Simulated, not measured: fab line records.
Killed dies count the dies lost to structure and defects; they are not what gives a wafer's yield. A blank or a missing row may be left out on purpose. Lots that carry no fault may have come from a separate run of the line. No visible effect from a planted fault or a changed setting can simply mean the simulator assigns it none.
The tool behind it: which one? ; flow gf180mcu ; 14 lots with 42 wafers sampled at 3 steps, on a route of 602 steps

WHAT THE GAUGES SHOWED, per wafer
GF_VT_IMPLANT_OVL_MEAS_40.
lot;measured;on;VT_IMPLANT_03_OVL (nm)
L803;day 7 13:05;overlay-02;1.9 3.1 2.3
L805;day 8 03:53;overlay-02;1.3 2.3 1.4
L806;day 8 05:59;overlay-02;2.7 3.0 4.5
L807;day 8 17:14;overlay-02;4.1 3.7 3.2
L808;day 8 21:23;overlay-02;-0.8 -0.7 -1.4
L812;day 10 02:56;overlay-01;3.4 1.2 2.7
L813;day 10 08:14;overlay-01;3.2 2.5 2.7
L816;day 11 05:11;overlay-02;2.8 1.5 1.9
L818;day 11 16:35;overlay-01;3.3 2.2 3.0
L820;day 12 11:49;overlay-01;1.5 1.0 0.4
L822;day 12 19:11;overlay-02;1.3 3.2 1.4
L824;day 13 10:20;overlay-01;2.4 2.3 2.1
L826;day 13 22:40;overlay-01;1.3 1.7 1.0
L825;day 13 23:23;overlay-01;0.2 0.8 -0.2

GF_VT_IMPLANT_RS_MEAS_46: uses a four-point probe to measure.
lot;measured;on;MVSD_RS (ohm/sq)
L803;day 7 13:37;film metro-03;454.8 455.7 453.9
L805;day 8 04:25;film metro-01;457.1 456.4 455.9
L806;day 8 06:29;film metro-02;457.4 458.3 457.8
L807;day 8 17:46;film metro-01;457.4 455.9 457.2
L808;day 8 21:53;film metro-02;458.8 457.7 457.3
L812;day 10 03:26;film metro-01;455.4 456.1 456.0
L813;day 10 08:46;film metro-03;456.4 456.1 456.1
L816;day 11 05:41;film metro-01;454.6 455.2 454.3
L818;day 11 17:05;film metro-03;458.9 458.7 457.0
L820;day 12 12:22;film metro-01;455.1 457.1 456.5
L822;day 12 19:44;film metro-03;456.4 455.8 457.1
L824;day 13 10:50;film metro-02;456.1 457.1 455.9
L826;day 13 23:10;film metro-02;456.5 458.4 458.4
L825;day 13 23:53;film metro-03;456.3 456.5 456.5

TOOL THAT RAN EACH LOT (tool first, then ch and the chambers of the sampled wafers, then the start)
lot;GF_VT_IMPLANT_RTA_45
L803;rtp anneal-02 ch 0, day 7 13:30
L805;rtp anneal-02 ch 0, day 8 04:19
L806;rtp anneal-02 ch 0, day 8 06:23
L807;rtp anneal-02 ch 0, day 8 17:40
L808;rtp anneal-01 ch 0, day 8 21:47
L812;rtp anneal-01 ch 0, day 10 03:20
L813;rtp anneal-02 ch 0, day 10 08:39
L816;rtp anneal-01 ch 0, day 11 05:35
L818;rtp anneal-02 ch 0, day 11 16:59
L820;rtp anneal-02 ch 0, day 12 12:16
L822;rtp anneal-02 ch 0, day 12 19:38
L824;rtp anneal-01 ch 0, day 13 10:44
L826;rtp anneal-02 ch 0, day 13 23:04
L825;rtp anneal-02 ch 0, day 13 23:47
- GF_VT_IMPLANT_RTA_45: time 30 s.

WHAT THE TOOLS THEMSELVES READ (means of the sampled wafers that have a number; where no wafer has one, the mark that the record gives instead)
GF_VT_IMPLANT_RTA_45.
lot;tool;lamp power pct (%);wafer_temp_C_max
L803;rtp anneal-02;41;1055.9
L805;rtp anneal-02;41;1054.6
L806;rtp anneal-02;41;1055.4
L807;rtp anneal-02;41;1055.3
L808;rtp anneal-01;33;1057.5
L812;rtp anneal-01;33;1055.8
L813;rtp anneal-02;41;1055.5
L816;rtp anneal-01;33;1056.3
L818;rtp anneal-02;41;1054.7
L820;rtp anneal-02;41;1056.2
L822;rtp anneal-02;41;1055.4
L824;rtp anneal-01;33;1055.1
L826;rtp anneal-02;41;1056.3
L825;rtp anneal-02;41;1054.2

THE ANSWER, worked out from the rows above alone
Rule: usual is defined by the lots themselves. Put in order of their means at a reading, lots are off if they are a third of the lots or fewer, leave a main group of 4 or more, and stand apart from it by a gap of 3 or more times the standard deviation of the main group's means; of several such gaps the widest counts. The tables above print the reading to a certain number of digits; a main group whose means all agree to those digits is not used. Also off: a lot with no number at a reading for which 4 or more lots have one. All remaining lots with rows at the step are treated as sound. Order of review: gauges by route order, followed by the tools' own readings, for which a lot's mean as printed above is used. At the first step where some lot is off, the reading lying furthest off is the one used; lots without a number count as furthest.
No lot is off on any of the readings shown, so nothing can be concluded from this.

WHAT HAD BEEN PUT IN BY THE SIMULATOR
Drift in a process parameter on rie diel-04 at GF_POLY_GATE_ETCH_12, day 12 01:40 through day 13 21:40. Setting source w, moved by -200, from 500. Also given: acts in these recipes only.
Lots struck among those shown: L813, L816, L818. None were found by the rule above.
